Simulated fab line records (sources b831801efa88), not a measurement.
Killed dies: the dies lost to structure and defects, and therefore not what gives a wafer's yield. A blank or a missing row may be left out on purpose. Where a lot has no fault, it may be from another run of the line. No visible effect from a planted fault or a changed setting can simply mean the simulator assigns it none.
Comparing a struck lot with a sound one || flow sky130 || 17 steps out of a route of 708
Sound: wafers L763.1, L763.5, L763.6. Struck: wafers L768.1, L768.2, L768.5. Last of all comes the cause.
Order at every step that has rows: each side's tool, ch and its chambers, its first start. Under that, the readings that differ: sound wafers || struck wafers || difference of the means || sigmas: that difference in standard deviations of wafers without a fault.
alike: readings with means less than 2 such deviations apart, plus words and numbers identical on both sides. not compared: withheld readings, readings lacking a value on some wafer, bounds such as >300 that could conceal the same value, and numbers that have no deviation in the record and whose values overlap.
Wherever a step has rows on one side only, a row that says differs or no value, or a row with sigmas, the two part there. Non-overlapping numbers with no deviation appear without sigmas and do not part them. A reading missing from all wafers of one side parts the sides only when that side holds two or more wafers.

first, 2 steps without rows for these wafers: SKY_LOCAL_INTERCONNECT_PEB_09; SKY_LOCAL_INTERCONNECT_DEVELOP_10 (develop time 60 s).
SKY_LOCAL_INTERCONNECT_CD_MEAS_11: target cd 170 nm.
  struck on cd-sem-02, day 35 22:50; sound on cd-sem-02, day 34 01:56
  alike: cd-nm
SKY_LOCAL_INTERCONNECT_OVL_MEAS_12:
  struck on overlay-01, day 35 22:57; sound on overlay-02, day 34 02:03
  alike: LOCAL_INTERCONNECT_OVL
SKY_LOCAL_INTERCONNECT_ETCH_13: etches BARC in N2/H2, stops on SiO2, time 45.9 s, target depth 60 nm.
  sound on rie-metal-04 ch 0,1, day 34 02:05; struck on rie-metal-02 ch 0,1, day 35 22:59
  alike: drypump-motor-current-A, oes-product-au, throttle-valve-pct
  not compared: rf-hours-counter-h
SKY_LOCAL_INTERCONNECT_METAL_ETCH_14: etches TiN in Cl2/BCl3, stops on PSG, target depth 110 nm, time 31.4 s.
  sound on rie-metal-04 ch 0,1, day 34 02:09; struck on rie-metal-02 ch 0,1, day 35 23:03
  alike: drypump-motor-current-A, mfc-cl2-sccm, oes-product-au, throttle-valve-pct
  not compared: rf-hours-counter-h
SKY_LOCAL_INTERCONNECT_STRIP_15: strips in O2/N2.
  sound on plasma-asher-04 ch 0,1, day 34 02:12; struck on plasma-asher-01 ch 0,1, day 35 23:06
  alike: drypump-motor-current-A, oes-product-au, strip-time-to-endpoint-s
  not compared: rf-hours-counter-h
then, 3 steps without rows for these wafers: SKY_LOCAL_INTERCONNECT_STRIP_16 (strips in post etch residue remover, time 1200 s); SKY_LOCAL_INTERCONNECT_CLEAN_17 (cleans in IPA, time 180 s); SKY_LOCAL_INTERCONNECT_CLEAN_18 (cleans in O3/DIW).
SKY_CONTACT_CVD_00: deposits Si3N4, target thk 75 nm.
  sound on pecvd-04 ch 0,2, day 34 02:50; struck on pecvd-04 ch 0,2, day 35 23:44
  alike: heater-power-w
SKY_CONTACT_THK_MEAS_01:
  struck on film-metro-02, day 35 23:46; sound on film-metro-03, day 34 02:52
  alike: CONTACT_CVD_00_THK
SKY_CONTACT_HDPCVD_02: deposits SiO2, target thk 565 nm, time 94.2 s.
  sound on hdpcvd-01 ch 0,2, day 34 02:55; struck on hdpcvd-02 ch 0,2, day 35 23:50
{"reading": "sih4-flow-sccm (sccm)", "sound": "59.95 60.35 59.99", "struck": "71.71 71.99 72.15", "difference": "+11.85", "sigmas": "+62"}
{"reading": "model.SiO2_of_CONTACT_HDPCVD_02.thk-nm (nm)", "sound": "573.6 567.9 575.3", "struck": "683.8 677.9 682.8", "difference": "+109.2", "sigmas": ""}
SKY_CONTACT_THK_MEAS_03:
  struck on film-metro-01, day 35 23:54; sound on film-metro-02, day 34 03:01
{"reading": "CONTACT_HDPCVD_THK (nm)", "sound": "573 568 575", "struck": "684 678 683", "difference": "+110", "sigmas": "+17"}
SKY_CONTACT_CMP_04: polishes SiO2.
  sound on cmp-01 ch 0,1,3, day 34 03:11; struck on cmp-01 ch 1,2,3, day 36 00:10
{"reading": "time-to-endpoint-s (s)", "sound": "87 80 80", "struck": "118 125 119", "difference": "+38", "sigmas": "+9"}
  alike: edge-zone-pressure-frac, motor-current-A, retaining-ring-pressure-frac
SKY_CONTACT_BOW_MEAS_05:
  struck on film-metro-02, day 36 00:22; sound on film-metro-01, day 34 03:23
  alike: CONTACT_BOW
-- the record jumps here: 14 days lie between the struck wafers' starts before and after (it left off in module CONTACT and takes up again in module PAD_OPEN, whose first step shown is number 708 of the route) --
SKY_PAD_OPEN_PROBE_99:
  struck on prober-02, day 50 02:18; sound on prober-01, day 48 16:16
  alike: killed_at_M0_to_M3, killed_at_M4_up, killed-at-contacts, killed-at-front-end, killed-at-other, killed-dies, killed-open, killed-short

WHERE THEY PART
Last at SKY_CONTACT_CMP_04 as far as this record goes, first at SKY_CONTACT_HDPCVD_02. Later steps at which nothing parts them and some readings are alike: SKY_CONTACT_BOW_MEAS_05, SKY_PAD_OPEN_PROBE_99.

WHY: what the simulator had put in
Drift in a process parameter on hdpcvd-02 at SKY_CONTACT_HDPCVD_02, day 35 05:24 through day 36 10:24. Setting sih4-flow-sccm shifted by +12 from 60. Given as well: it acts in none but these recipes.
